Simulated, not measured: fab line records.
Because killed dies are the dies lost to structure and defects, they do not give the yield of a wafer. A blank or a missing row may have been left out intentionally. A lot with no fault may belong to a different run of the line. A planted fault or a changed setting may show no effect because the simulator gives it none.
Shared-tool check ; flow gf180mcu ; 14 lots and 48 wafers in the sample

## THE REASON FOR OPENING IT
At GF_MVSD_TW_MEAS_11 the reading MVSD_TW is flagged on 2 of 14 lots. No-fault wafers: 1575, standard deviation 20.
Rule: flag the lot when none of its wafers has a number, or when each of its wafers that has one lies beyond 4 standard deviations from that mean. The rest of the lots are taken to be sound.

lot;measured;on;MVSD_TW, wafer by wafer;flag
L541;day 4 17:05;film metro-01;1562 1568 1563;
L542;day 4 23:31;film metro-04;1571 1570 1582;
L543;day 5 05:32;film metro-01;1555 1555 1560;
L545;day 5 17:26;film metro-04;1583 1576 1583;
L548;day 6 09:05;film metro-04;1580 1584 1584;
L549;day 6 14:59;film metro-03;1617 1615 1618;
L551;day 7 01:59;film metro-01;1567 1575 1568;
L552;day 7 05:56;film metro-01;1480 1483 1484 1486 1492 1483;FLAGGED
L553;day 7 15:47;film metro-01;1566 1557 1564;
L554;day 7 20:10;film metro-03;1603 1606 1607;
L555;day 8 02:52;film metro-04;1491 1488 1492 1491 1491 1493;FLAGGED
L557;day 8 13:53;film metro-04;1569 1568 1568;
L562;day 9 19:34;film metro-03;1619 1615 1608;
L563;day 9 22:43;film metro-01;1546 1542 1548;
The mean of the flagged lots' numbers is 1488, -87 from the usual (-4 standard deviations).

## WHICH TOOL RAN EACH LOT
The record keeps 1 process step preceding the reading, out of 602 steps on the route. In each cell: the tool, then ch and the chambers that the sampled wafers went through, then the start.
lot;flag;GF_MVSD_DEVELOP_06
L541;;litho track-02 ch 0, day 4 16:00
L542;;litho track-04 ch 0, day 4 22:00
L543;;litho track-02 ch 0, day 5 04:00
L545;;litho track-04 ch 0, day 5 16:00
L548;;litho track-02 ch 0, day 6 08:00
L549;;litho track-02 ch 0, day 6 14:00
L551;;litho track-04 ch 0, day 7 01:00
L552;FLAGGED;litho track-04 ch 0, day 7 05:00
L553;;litho track-02 ch 0, day 7 15:00
L554;;litho track-03 ch 0, day 7 19:00
L555;FLAGGED;litho track-04 ch 0, day 8 02:00
L557;;litho track-02 ch 0, day 8 13:00
L562;;litho track-02 ch 0, day 9 18:00
L563;;litho track-02 ch 0, day 9 22:00
What these steps do:
- GF_MVSD_DEVELOP_06: develop time 60 s.
- GF_MVSD_TW_MEAS_11

## FLAGGED OVER TOTAL, TOOL BY TOOL (the gauges that took the reading come last)
step;tool;lots run;flagged;share of the flagged lots;sound lots run after its first flagged lot
GF_MVSD_DEVELOP_06;litho track-02;8;0;none;-
GF_MVSD_DEVELOP_06;litho track-03;1;0;none;-
GF_MVSD_DEVELOP_06;litho track-04;5;2;all;0
GF_MVSD_TW_MEAS_11;film metro-01;6;1;some;2 (L553,L563)
GF_MVSD_TW_MEAS_11;film metro-03;3;0;none;-
GF_MVSD_TW_MEAS_11;film metro-04;5;1;some;1 (L557)

## WHAT THE TABLE ALLOWS
1 row of the table ran every flagged lot: litho track-04 at GF_MVSD_DEVELOP_06.
- litho track-04 at GF_MVSD_DEVELOP_06 ran 5 lots, 2 of them flagged. A fault beginning between L551 (day 7 01:00), its last sound lot, and L552 (day 7 05:00), its first flagged one, fits the data.
Just one tool remains: litho track-04 at GF_MVSD_DEVELOP_06.

## WHAT HAD BEEN PUT IN BY THE SIMULATOR
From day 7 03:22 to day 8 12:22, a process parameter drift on litho track-04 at GF_MVSD_DEVELOP_06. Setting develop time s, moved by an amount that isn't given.
Shown lots that were struck: L552, L555. The same result came from the rule above.
